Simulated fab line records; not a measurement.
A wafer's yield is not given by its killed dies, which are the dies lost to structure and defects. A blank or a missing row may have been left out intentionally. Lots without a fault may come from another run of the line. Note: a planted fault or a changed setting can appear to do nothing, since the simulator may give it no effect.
Check for tools in common / flow gf180mcu / Sampled: 12 lots, 36 wafers

## WHAT PROMPTED THE OPENING
2 of 12 lots carry a flag on the reading MVPSD_RS at GF_VT_IMPLANT_RS_MEAS_49. No-fault wafers: 1169 ohm/sq, standard deviation 3.1.
Rule: a lot gets a flag if all its wafers with a number sit over 4 standard deviations from that mean, or if no wafer of it has a number. The other lots count as sound.

lot=L355; measured=day 7 15:05; on=filmMetro-04; MVPSD_RS (ohm/sq), wafer by wafer=1169 1164 1168; flag=
lot=L357; measured=day 8 01:38; on=filmMetro-03; MVPSD_RS (ohm/sq), wafer by wafer=1171 1170 1169; flag=
lot=L359; measured=day 8 17:43; on=filmMetro-03; MVPSD_RS (ohm/sq), wafer by wafer=1166 1167 1166; flag=
lot=L360; measured=day 8 22:54; on=filmMetro-04; MVPSD_RS (ohm/sq), wafer by wafer=1172 1169 1170; flag=
lot=L364; measured=day 10 02:49; on=filmMetro-04; MVPSD_RS (ohm/sq), wafer by wafer=1167 1167 1164; flag=
lot=L366; measured=day 10 16:26; on=filmMetro-04; MVPSD_RS (ohm/sq), wafer by wafer=1168 1168 1166; flag=
lot=L368; measured=day 11 06:06; on=filmMetro-03; MVPSD_RS (ohm/sq), wafer by wafer=1170 1169 1167; flag=
lot=L369; measured=day 11 12:41; on=filmMetro-04; MVPSD_RS (ohm/sq), wafer by wafer=1162 1168 1169; flag=
lot=L372; measured=day 12 07:17; on=filmMetro-02; MVPSD_RS (ohm/sq), wafer by wafer=1172 1172 1172; flag=
lot=L376; measured=day 13 09:31; on=filmMetro-03; MVPSD_RS (ohm/sq), wafer by wafer=1231 1231 1232; flag=FLAGGED
lot=L377; measured=day 13 16:50; on=filmMetro-04; MVPSD_RS (ohm/sq), wafer by wafer=1218 1216 1222; flag=FLAGGED
lot=L378; measured=day 14 02:01; on=filmMetro-03; MVPSD_RS (ohm/sq), wafer by wafer=1172 1168 1165; flag=
Average over the flagged lots: 1225 ohm/sq; offset from the usual +56 ohm/sq, equal to +18 standard deviations.

## WHICH TOOL EACH LOT WENT THROUGH
Before the reading, the record contains 3 process steps out of a 602-step route. Read each cell as the tool, then ch plus the chambers that the sampled wafers visited, then the start.
lot=L355; flag=; GF_LVPWELL_STRIP_10=plasmaAsher-01 ch 0,1, day 3 21:44; GF_MVPSD_IMPLANT_09=implanter-01 ch 0, day 5 01:08; GF_VT_IMPLANT_STRIP_31=plasmaAsher-02 ch 0,1, day 6 22:10
lot=L357; flag=; GF_LVPWELL_STRIP_10=plasmaAsher-04 ch 0,1, day 4 07:01; GF_MVPSD_IMPLANT_09=implanter-01 ch 0, day 5 10:05; GF_VT_IMPLANT_STRIP_31=plasmaAsher-04 ch 0,1, day 7 09:19
lot=L359; flag=; GF_LVPWELL_STRIP_10=plasmaAsher-01 ch 0, day 4 20:11; GF_MVPSD_IMPLANT_09=implanter-03 ch 0, day 6 01:56; GF_VT_IMPLANT_STRIP_31=plasmaAsher-02 ch 0,1, day 8 01:16
lot=L360; flag=; GF_LVPWELL_STRIP_10=plasmaAsher-04 ch 0,1, day 5 00:35; GF_MVPSD_IMPLANT_09=implanter-04 ch 0, day 6 06:31; GF_VT_IMPLANT_STRIP_31=plasmaAsher-04 ch 0,1, day 8 05:25
lot=L364; flag=; GF_LVPWELL_STRIP_10=plasmaAsher-03 ch 0, day 6 00:43; GF_MVPSD_IMPLANT_09=implanter-04 ch 0, day 7 08:04; GF_VT_IMPLANT_STRIP_31=plasmaAsher-02 ch 0,1, day 9 08:35
lot=L366; flag=; GF_LVPWELL_STRIP_10=plasmaAsher-01 ch 0,1, day 6 11:29; GF_MVPSD_IMPLANT_09=implanter-01 ch 0, day 7 19:23; GF_VT_IMPLANT_STRIP_31=plasmaAsher-04 ch 0,1, day 9 22:23
lot=L368; flag=; GF_LVPWELL_STRIP_10=plasmaAsher-01 ch 0,1, day 7 00:22; GF_MVPSD_IMPLANT_09=implanter-04 ch 0, day 8 09:07; GF_VT_IMPLANT_STRIP_31=plasmaAsher-03 ch 1, day 10 12:04
lot=L369; flag=; GF_LVPWELL_STRIP_10=plasmaAsher-03 ch 0, day 7 05:25; GF_MVPSD_IMPLANT_09=implanter-03 ch 0, day 8 13:50; GF_VT_IMPLANT_STRIP_31=plasmaAsher-02 ch 0,1, day 10 18:14
lot=L372; flag=; GF_LVPWELL_STRIP_10=plasmaAsher-04 ch 0,1, day 7 20:26; GF_MVPSD_IMPLANT_09=implanter-01 ch 0, day 9 05:43; GF_VT_IMPLANT_STRIP_31=plasmaAsher-04 ch 0,1, day 11 10:56
lot=L376; flag=FLAGGED; GF_LVPWELL_STRIP_10=plasmaAsher-01 ch 0,1, day 8 18:31; GF_MVPSD_IMPLANT_09=implanter-04 ch 0, day 10 04:40; GF_VT_IMPLANT_STRIP_31=plasmaAsher-04 ch 0,1, day 12 13:20
lot=L377; flag=FLAGGED; GF_LVPWELL_STRIP_10=plasmaAsher-04 ch 0,1, day 9 00:55; GF_MVPSD_IMPLANT_09=implanter-04 ch 0, day 10 12:25; GF_VT_IMPLANT_STRIP_31=plasmaAsher-02 ch 0,1, day 12 19:52
lot=L378; flag=; GF_LVPWELL_STRIP_10=plasmaAsher-01 ch 0,1, day 9 08:34; GF_MVPSD_IMPLANT_09=implanter-03 ch 0, day 10 19:54; GF_VT_IMPLANT_STRIP_31=plasmaAsher-04 ch 0,1, day 13 04:44
What the steps here do:
- GF_LVPWELL_STRIP_10: strips in O2/N2.
- GF_MVPSD_IMPLANT_09
- GF_VT_IMPLANT_STRIP_31: strips in O2/N2.
- GF_VT_IMPLANT_RS_MEAS_49: measures by four-point-probe.

## FLAGGED AGAINST TOTAL, ONE TOOL AT A TIME (gauges that did the reading follow at the end)
step=GF_LVPWELL_STRIP_10; tool=plasmaAsher-01; lots run=6; flagged=1; share of the flagged lots=some; sound lots run after its first flagged lot=1 (L378)
step=GF_LVPWELL_STRIP_10; tool=plasmaAsher-03; lots run=2; flagged=0; share of the flagged lots=none; sound lots run after its first flagged lot=-
step=GF_LVPWELL_STRIP_10; tool=plasmaAsher-04; lots run=4; flagged=1; share of the flagged lots=some; sound lots run after its first flagged lot=0
step=GF_MVPSD_IMPLANT_09; tool=implanter-01; lots run=4; flagged=0; share of the flagged lots=none; sound lots run after its first flagged lot=-
step=GF_MVPSD_IMPLANT_09; tool=implanter-03; lots run=3; flagged=0; share of the flagged lots=none; sound lots run after its first flagged lot=-
step=GF_MVPSD_IMPLANT_09; tool=implanter-04; lots run=5; flagged=2; share of the flagged lots=all; sound lots run after its first flagged lot=0
step=GF_VT_IMPLANT_STRIP_31; tool=plasmaAsher-02; lots run=5; flagged=1; share of the flagged lots=some; sound lots run after its first flagged lot=0
step=GF_VT_IMPLANT_STRIP_31; tool=plasmaAsher-03; lots run=1; flagged=0; share of the flagged lots=none; sound lots run after its first flagged lot=-
step=GF_VT_IMPLANT_STRIP_31; tool=plasmaAsher-04; lots run=6; flagged=1; share of the flagged lots=some; sound lots run after its first flagged lot=1 (L378)
step=GF_VT_IMPLANT_RS_MEAS_49; tool=filmMetro-02; lots run=1; flagged=0; share of the flagged lots=none; sound lots run after its first flagged lot=-
step=GF_VT_IMPLANT_RS_MEAS_49; tool=filmMetro-03; lots run=5; flagged=1; share of the flagged lots=some; sound lots run after its first flagged lot=1 (L378)
step=GF_VT_IMPLANT_RS_MEAS_49; tool=filmMetro-04; lots run=6; flagged=1; share of the flagged lots=some; sound lots run after its first flagged lot=0

## THE TABLE: WHAT IT ALLOWS
All flagged lots share 1 row of the table, namely implanter-04 at GF_MVPSD_IMPLANT_09.
- implanter-04 at GF_MVPSD_IMPLANT_09: 2 of its 5 lots flagged. Its last sound lot is L368 (day 8 09:07), its first flagged lot L376 (day 10 04:40): a fault that began between those two fits. Its own readings lie more than 4 standard deviations out on every wafer of the flagged lots: beamOnS, faradayCurrentUA.
implanter-04 at GF_MVPSD_IMPLANT_09 is the single tool remaining.

## WHAT THE SIMULATOR HAD INSERTED
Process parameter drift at GF_MVPSD_IMPLANT_09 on implanter-04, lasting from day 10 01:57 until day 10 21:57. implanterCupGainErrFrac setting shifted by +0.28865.
Lots struck among those shown: L376, L377. The same result came from the rule above.
